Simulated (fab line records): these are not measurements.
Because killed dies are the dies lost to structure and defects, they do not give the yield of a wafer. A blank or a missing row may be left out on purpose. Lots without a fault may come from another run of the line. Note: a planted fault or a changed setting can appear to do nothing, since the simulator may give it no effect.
fab line records	flow sky130
[record] lots = 14	wafers = 42	last-day = 50
route steps=708 shown VIA1@474 PAD_OPEN@708
lots that met no fault: taken from a fault-free run of the same line
start-h: hours from the record's first day to the start of the lot's first wafer shown	wait-h: hours since the lot's step before	" identical to the entry in the row above	L1.1+2: a row that stands for several wafers	- no value, or no start given	* or withheld: withheld	< > ~ a bound
route shown NAME@n: NAME is a module with steps in the file, n the number in the route of the first one	usual: the fault-free wafers' mean and standard deviation	same: alike in all rows	chamber/n: place in a boat	sites: each site's reading	_std_site: standard deviation of those values	_edge_site: mean of outer sites minus mean of inner sites	radius-mm: for every site, how far away it sits from the centre of the wafer	mask NAME#n: copy n	behind: the tool/chamber that last shaped the wafer	hold: cause of the lot's hold/its duration in hours/its outcome	device: whichever transistor did not switch (one of n, p or np)	end of line: tests run on the same wafers once the route is complete	a step given without rows: its recipe and nothing more	killed: dies that structure and defects cost at the first sort, which is not the same as the wafer's yield	map: per-die view of a wafer (x killed, . not killed, _ where there is no die)
set.NAME: the run value of the setting; set.NAME@STEP: its run value at that earlier step	model.NAME: the simulator's own value behind a step, which no gauge read
a sample of lots followed through the steps of the route, with each step as a table and each wafer as a row
services: when a tool's chamber went out of use (start-h, in hours from the record's first day, below 0 if earlier), for how many hours, and the reason
[[steps]]
[step SKY_VIA1_STRIP_16]
[recipe] chemistry = O2/N2	power-w = 1400	pressure-mtorr = 1500	platen-temp-c = withheld	o2-flow-sccm = 3000	n2-flow-sccm = 300	overash-fraction = 0.5
[usual] drypump-motor-current-A = 5.8/0.44	n2-flow-sccm = 300.1/0.97	oes-product-au = 0.416/0.0046	strip-time-to-endpoint-s = 4.458/0.025
lot.wafer	tool	chamber	start-h	wait-h	drypump-motor-current-A	n2-flow-sccm	oes-product-au	rf-hours-counter-h	strip-time-to-endpoint-s
L703.3	plasma-asher-01	1	794.08	0.1	5.3	300.6	0.408	-	4.469
L703.4	"	0	"	"	6.1	300.0	0.411	-	4.473
L703.5	"	0	"	"	6.1	300.5	0.426	-	4.455
L704.1	plasma-asher-02	1	799.76	0.0	5.8	300.4	0.416	70	4.410
L704.5	"	0	"	"	6.5	299.7	0.421	-	4.470
L704.6	"	1	"	"	5.8	301.4	0.423	-	4.441
L707.4	plasma-asher-01	1	840.70	0.1	5.3	300.3	0.416	-	4.466
L707.5	"	1	"	"	5.3	301.5	0.417	-	4.506
L707.6	"	0	"	"	6.1	301.0	0.416	-	4.465
L708.3	plasma-asher-01	0	848.24	0.1	6.1	299.6	0.415	-	4.476
L708.5	"	1	"	"	5.3	300.9	0.417	-	4.469
L708.6	"	0	"	"	6.1	301.0	0.414	-	4.493
L710.2	plasma-asher-01	1	864.46	0.0	5.4	298.7	0.421	40	4.456
L710.4	"	0	"	"	6.1	301.6	0.416	-	4.432
L710.5	"	0	"	"	6.1	299.6	0.412	-	4.463
L711.1	plasma-asher-04	1	869.76	0.0	5.2	300.3	0.412	12	4.541
L711.2	"	0	"	"	5.9	298.7	0.412	12	4.449
L711.5	"	1	"	"	5.2	299.4	0.416	-	4.475
L714.2	plasma-asher-04	1	885.41	0.0	5.2	301.8	0.409	14	4.427
L714.4	"	1	"	"	5.2	300.4	0.420	-	4.489
L714.5	"	0	"	"	5.9	298.6	0.418	-	4.437
L713.1	plasma-asher-04	1	888.51	0.0	5.2	300.6	0.409	14	4.501
L713.2	"	0	"	"	6.0	300.4	0.422	14	4.434
L713.6	"	0	"	"	5.9	299.0	0.417	-	4.466
L716.2	plasma-asher-02	0	896.91	0.0	6.5	299.2	0.417	80	4.432
L716.4	"	0	"	"	6.5	299.4	0.420	-	4.461
L716.5	"	0	"	"	6.5	299.8	0.407	-	4.443
L718.3	plasma-asher-01	1	907.05	0.1	5.3	301.2	0.416	-	4.388
L718.4	"	0	"	"	6.1	301.1	0.407	-	4.390
L718.6	"	0	"	"	6.1	300.7	0.411	-	4.432
L719.1	plasma-asher-02	0	907.46	0.0	6.5	298.6	0.420	81	4.444
L719.5	"	0	"	"	6.6	301.3	0.418	-	4.435
L719.6	"	1	"	"	5.8	301.3	0.415	-	4.480
L720.3	plasma-asher-02	0	914.18	0.1	6.5	299.7	0.416	-	4.452
L720.5	"	0	"	"	6.5	299.3	0.412	-	4.485
L720.6	"	1	"	"	5.8	299.1	0.421	-	4.464
L723.2	plasma-asher-01	1	952.16	0.0	5.3	299.1	0.418	49	4.401
L723.4	"	1	"	"	5.3	299.8	0.412	-	4.446
L723.5	"	1	"	"	5.3	297.6	0.413	-	4.447
L724.2	plasma-asher-02	0	956.10	0.0	6.5	299.1	0.420	86	4.460
L724.4	"	0	"	"	6.5	299.4	0.422	-	4.471
L724.6	"	1	"	"	5.8	302.2	0.409	-	4.446
[step SKY_PAD_OPEN_PROBE_99]
[usual] defect-limited-yield = 82.7/1.9	killed_at_M0_to_M3 = 43/6.8	killed_at_M4_up = 3.0/1.8	killed-at-contacts = 23/5.4	killed-at-front-end = 15/4.4	killed-at-other = 0.3/0.51	killed-dies = 85/9.2	killed-open = 47/6.8	killed-short = 39/6.8	sort_bin_3_pad_short = 0.8/0.43	sort_bin_5_function = 10.3/1.5	sort_bin_6_memory = 6.2/0.96	sort-n-pass = 407/9.2	sort-yield-pct = 82.7/1.9
[same] gross-dies = 492	killed-at-back-side = 0	sort_bin_4_leakage[%] = 0	sort_bin_8_speed[%] = 0
lot.wafer	tool	chamber	start-h	wait-h	defect-limited-yield[%]	killed_at_M0_to_M3	killed_at_M4_up	killed-at-contacts	killed-at-front-end	killed-at-other	killed-dies	killed-open	killed-short	sort_bin_3_pad_short[%]	sort_bin_5_function[%]	sort_bin_6_memory[%]	sort-n-pass	sort-yield-pct[%]
L707.4	prober-02	-	1113.02	0.2	85.4	29	1	20	21	1	72	32	40	0.8	8.7	5.1	420	85.4
L707.5	prober-02	-	1113.07	0.2	79.9	43	6	34	16	0	99	54	45	1.6	12.2	6.3	393	79.9
L707.6	prober-02	-	1113.12	0.2	83.3	35	2	33	12	0	82	40	42	1.0	8.9	6.7	410	83.3
L708.3	prober-01	-	1118.18	0.2	82.9	45	2	23	14	0	84	45	39	0.6	10.4	6.1	408	82.9
L708.5	prober-01	-	1118.28	0.2	83.5	39	1	17	24	0	81	43	38	0.2	10.4	5.9	411	83.5
L708.6	prober-01	-	1118.33	0.2	80.7	48	3	20	22	2	95	59	36	1.6	10.4	7.3	397	80.7
L714.2	prober-01	-	1144.48	0.1	85.4	41	1	15	15	0	72	45	27	0.2	7.9	6.5	420	85.4
L714.4	prober-01	-	1144.58	0.2	82.5	42	3	24	17	0	86	39	47	0.6	11.2	5.7	406	82.5
L714.5	prober-01	-	1144.63	0.2	80.9	49	7	20	17	1	94	54	40	1.0	11.6	6.5	398	80.9
L713.1	prober-01	-	1147.07	0.1	84.8	35	4	20	16	0	75	39	36	0.6	8.5	6.1	417	84.8
L713.2	prober-01	-	1147.12	0.1	82.7	44	1	30	9	1	85	52	33	0.6	11.4	5.3	407	82.7
L713.6	prober-01	-	1147.32	0.2	84.1	38	6	16	17	1	78	46	32	0	9.3	6.5	414	84.1
L716.2	prober-01	-	1155.89	0.1	82.7	42	5	29	9	0	85	42	42	1.4	10.0	5.9	407	82.7
L716.4	prober-01	-	1155.99	0.2	79.5	46	2	34	19	0	101	56	45	0.6	12.4	7.5	391	79.5
L716.5	prober-01	-	1156.04	0.2	82.9	36	2	36	9	1	84	43	40	0.8	11.0	5.3	408	82.9
L719.1	prober-02	-	1164.28	0.1	84.1	44	2	17	15	0	78	47	31	0.2	9.8	5.9	414	84.1
L719.5	prober-02	-	1164.48	0.2	85.2	37	1	22	13	0	73	43	30	0.2	9.3	5.3	419	85.2
L719.6	prober-02	-	1164.53	0.2	83.7	46	1	19	14	0	80	30	50	1.4	9.8	5.1	412	83.7
L720.3	prober-01	-	1166.34	0.2	72.8	99	4	13	17	1	134	49	30	2.2	15.7	9.3	358	72.8
L720.5	prober-01	-	1166.44	0.2	76.0	89	2	16	11	0	118	41	27	2.8	13.8	7.3	374	76.0
L720.6	prober-01	-	1166.49	0.2	74.0	88	2	18	19	1	128	50	39	2.2	14.4	9.3	364	74.0
L723.2	prober-02	-	1191.59	0.1	82.3	36	4	27	19	1	87	41	46	0.4	11.4	5.9	405	82.3
L723.4	prober-02	-	1191.69	0.2	82.7	42	4	19	20	0	85	50	35	0.8	11.0	5.5	407	82.7
L723.5	prober-02	-	1191.74	0.2	83.7	40	2	24	14	0	80	54	26	0.2	9.3	6.7	412	83.7
L724.2	prober-02	-	1197.92	0.1	74.0	90	4	23	11	0	128	42	32	2.4	16.5	7.1	364	74.0
L724.4	prober-02	-	1198.02	0.2	73.8	95	2	16	16	0	129	42	37	4.5	15.9	5.9	363	73.8
L724.6	prober-02	-	1198.12	0.2	76.8	71	2	22	19	0	114	44	34	2.4	14.4	6.3	378	76.8
// killed by level:class
L707.4 FIELD_ISO:geometric-particle:short=8 VIA1:geometric-particle:open=8 LI_CONTACT:geometric-particle:open=6 CONTACT:geometric-particle:open=6 POLY_GATE:geometric-particle:short=5 CONTACT:geometric-particle:short=5 METAL1:geometric-particle:short=5 METAL2:geometric-particle:short=5
L707.5 LI_CONTACT:geometric-particle:open=13 VIA1:geometric-particle:open=13 LOCAL_INTERCONNECT:geometric-particle:short=7 CONTACT:geometric-particle:open=7 VIA2:geometric-particle:open=6 LI_CONTACT:geometric-particle:short=5 FIELD_ISO:geometric-particle:open=4 METAL2:geometric-particle:short=4
L707.6 LI_CONTACT:geometric-particle:open=11 METAL1:geometric-particle:short=10 LOCAL_INTERCONNECT:geometric-particle:short=7 CONTACT:geometric-particle:open=6 METAL2:geometric-particle:short=6 FIELD_ISO:geometric-particle:open=5 VIA2:geometric-particle:open=5 CONTACT:geometric-particle:short=5
L708.3 VIA1:geometric-particle:open=10 LI_CONTACT:geometric-particle:open=8 VIA2:geometric-particle:open=8 METAL1:geometric-particle:short=7 CONTACT:geometric-particle:open=6 VIA3:geometric-particle:open=5 FIELD_ISO:geometric-particle:short=4 POLY_GATE:geometric-particle:short=4
L708.5 VIA1:geometric-particle:open=11 POLY_GATE:geometric-particle:short=9 CONTACT:geometric-particle:open=7 VIA2:geometric-particle:short=5 METAL2:geometric-particle:open=4 METAL2:geometric-particle:short=4 VIA2:geometric-particle:open=4 VIA3:geometric-particle:open=4
L708.6 VIA1:geometric-particle:open=15 VIA2:geometric-particle:open=9 FIELD_ISO:geometric-particle:open=8 LI_CONTACT:geometric-particle:open=7 CONTACT:geometric-particle:open=6 VIA1:geometric-particle:short=5 VIA2:geometric-particle:short=5 VIA3:geometric-particle:open=5
L714.2 VIA1:geometric-particle:open=11 VIA3:geometric-particle:open=8 FIELD_ISO:geometric-particle:open=6 LI_CONTACT:geometric-particle:open=6 METAL1:geometric-particle:short=6 VIA1:geometric-particle:short=4 VIA2:geometric-particle:open=4 POLY_GATE:geometric-particle:open=3
L714.4 METAL2:geometric-particle:short=9 LI_CONTACT:geometric-particle:open=8 CONTACT:geometric-particle:short=8 VIA1:geometric-particle:open=7 VIA2:geometric-particle:open=6 POLY_GATE:geometric-particle:open=5 VIA3:geometric-particle:open=5 FIELD_ISO:geometric-particle:short=4
L714.5 VIA2:geometric-particle:open=18 VIA1:geometric-particle:open=7 LI_CONTACT:geometric-particle:short=6 FIELD_ISO:geometric-particle:open=5 POLY_GATE:geometric-particle:short=5 LI_CONTACT:geometric-particle:open=5 POLY_GATE:geometric-particle:open=4 VIA3:geometric-particle:open=4
L713.1 METAL2:geometric-particle:short=7 CONTACT:geometric-particle:open=6 VIA2:geometric-particle:open=5 VIA3:geometric-particle:open=5 FIELD_ISO:geometric-particle:open=4 FIELD_ISO:geometric-particle:short=4 SPACER:geometric-particle:open=4 LI_CONTACT:geometric-particle:short=3
L713.2 CONTACT:geometric-particle:open=15 LI_CONTACT:geometric-particle:open=7 METAL1:geometric-particle:short=6 VIA1:geometric-particle:short=6 VIA1:geometric-particle:open=6 VIA2:geometric-particle:open=6 VIA3:geometric-particle:short=6 VIA3:geometric-particle:open=6
L713.6 VIA1:geometric-particle:open=7 VIA3:geometric-particle:open=7 LI_CONTACT:geometric-particle:open=6 VIA2:geometric-particle:open=6 METAL4:geometric-particle:short=6 FIELD_ISO:geometric-particle:open=5 METAL2:geometric-particle:short=5 POLY_GATE:geometric-particle:open=4
L716.2 LI_CONTACT:geometric-particle:open=9 VIA3:geometric-particle:open=8 VIA1:geometric-particle:open=8 LI_CONTACT:geometric-particle:short=7 VIA2:geometric-particle:open=7 CONTACT:geometric-particle:open=6 VIA3:geometric-particle:short=5 FIELD_ISO:geometric-particle:short=4
L716.4 CONTACT:geometric-particle:open=17 METAL1:geometric-particle:short=8 VIA3:geometric-particle:open=7 VIA1:geometric-particle:open=7 LI_CONTACT:geometric-particle:open=7 POLY_GATE:geometric-particle:short=6 POLY_GATE:geometric-particle:open=6 METAL2:geometric-particle:short=6
L716.5 VIA3:geometric-particle:open=9 LI_CONTACT:geometric-particle:open=9 CONTACT:geometric-particle:open=8 LOCAL_INTERCONNECT:geometric-particle:short=6 CONTACT:geometric-particle:short=6 LI_CONTACT:geometric-particle:short=5 VIA1:geometric-particle:open=5 VIA1:geometric-particle:short=4
L719.1 VIA1:geometric-particle:open=17 CONTACT:geometric-particle:open=8 FIELD_ISO:geometric-particle:short=5 METAL1:geometric-particle:short=5 VIA2:geometric-particle:open=5 FIELD_ISO:geometric-particle:open=4 POLY_GATE:geometric-particle:short=4 LI_CONTACT:geometric-particle:open=4
L719.5 VIA2:geometric-particle:open=13 VIA1:geometric-particle:open=7 METAL2:geometric-particle:short=6 LI_CONTACT:geometric-particle:open=6 CONTACT:geometric-particle:open=6 CONTACT:geometric-particle:short=5 METAL1:geometric-particle:short=4 LOCAL_INTERCONNECT:geometric-particle:open=4
L719.6 METAL1:geometric-particle:short=13 VIA1:geometric-particle:short=9 FIELD_ISO:geometric-particle:short=7 VIA1:geometric-particle:open=7 LI_CONTACT:geometric-particle:short=5 LI_CONTACT:geometric-particle:open=5 CONTACT:geometric-particle:short=4 METAL2:geometric-particle:open=4
L720.3 VIA1:unspecified=55 VIA1:geometric-particle:open=13 FIELD_ISO:geometric-particle:open=7 VIA2:geometric-particle:open=6 LI_CONTACT:geometric-particle:open=5 VIA1:geometric-particle:short=5 METAL1:geometric-particle:short=4 VIA3:geometric-particle:open=4
L720.5 VIA1:unspecified=50 CONTACT:geometric-particle:open=10 METAL2:geometric-particle:short=6 FIELD_ISO:geometric-particle:open=5 VIA1:geometric-particle:open=5 VIA2:geometric-particle:open=5 VIA3:geometric-particle:open=5 LI_CONTACT:geometric-particle:open=4
L720.6 VIA1:unspecified=39 VIA1:geometric-particle:open=11 VIA3:geometric-particle:open=7 VIA2:geometric-particle:open=7 FIELD_ISO:geometric-particle:short=6 CONTACT:geometric-particle:open=6 CONTACT:geometric-particle:short=5 VIA2:geometric-particle:short=5
L723.2 CONTACT:geometric-particle:open=12 METAL2:geometric-particle:short=8 LI_CONTACT:geometric-particle:open=6 VIA1:geometric-particle:open=6 CONTACT:geometric-particle:short=5 METAL1:geometric-particle:short=5 FIELD_ISO:geometric-particle:open=4 POLY_GATE:geometric-particle:short=4
L723.4 VIA1:geometric-particle:open=13 POLY_GATE:geometric-particle:open=7 CONTACT:geometric-particle:open=7 METAL2:geometric-particle:short=6 VIA3:geometric-particle:open=6 POLY_GATE:geometric-particle:short=5 VIA2:geometric-particle:open=5 VIA1:geometric-particle:short=4
L723.5 VIA1:geometric-particle:open=12 CONTACT:geometric-particle:open=10 VIA2:geometric-particle:open=7 VIA3:geometric-particle:open=7 POLY_GATE:geometric-particle:open=5 LI_CONTACT:geometric-particle:open=5 METAL1:geometric-particle:short=5 FIELD_ISO:geometric-particle:open=3
L724.2 VIA1:unspecified=54 CONTACT:geometric-particle:open=9 VIA3:geometric-particle:open=8 LI_CONTACT:geometric-particle:open=7 VIA1:geometric-particle:open=6 METAL2:geometric-particle:short=5 POLY_GATE:geometric-particle:short=4 VIA1:geometric-particle:short=4
L724.4 VIA1:unspecified=50 VIA1:geometric-particle:open=9 VIA3:geometric-particle:open=8 FIELD_ISO:geometric-particle:short=6 VIA2:geometric-particle:open=6 LI_CONTACT:geometric-particle:open=6 CONTACT:geometric-particle:open=5 FIELD_ISO:geometric-particle:open=4
L724.6 VIA1:unspecified=36 CONTACT:geometric-particle:open=9 FIELD_ISO:geometric-particle:open=8 VIA2:geometric-particle:open=7 VIA1:geometric-particle:open=7 CONTACT:geometric-particle:short=6 FIELD_ISO:geometric-particle:short=4 POLY_GATE:geometric-particle:open=4
[[services]]
tool	chamber	start-h	hours	kind
plasma-asher-01	-	850.02	6.0	repair
plasma-asher-02	-	890.40	2.8	pm
plasma-asher-02	-	935.86	4.3	repair
plasma-asher-04	-	942.64	4.4	repair
plasma-asher-01	-	945.25	4.4	repair
[[key]]
[first-sign] step = SKY_PAD_OPEN_PROBE_99	reading = killed_at_M0_to_M3	direction = up	sigmas = 6.7	usual = 43	struck = 89
[effect] step = SKY_PAD_OPEN_PROBE_99	reading = sort_bin_3_pad_short	direction = up	sigmas = 4.5	usual = 0.8	struck = 2.8
met-at SKY_VIA1_STRIP_16
struck-lots L720,L724
onset-between 907.46 914.18
[fault] kind = chamber-particle-source	tool = plasma-asher-02	chamber = -	onset-h = 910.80	steps = SKY_VIA1_STRIP_16	rate-per-visit-cm2 = 0.69603	end-h = 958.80
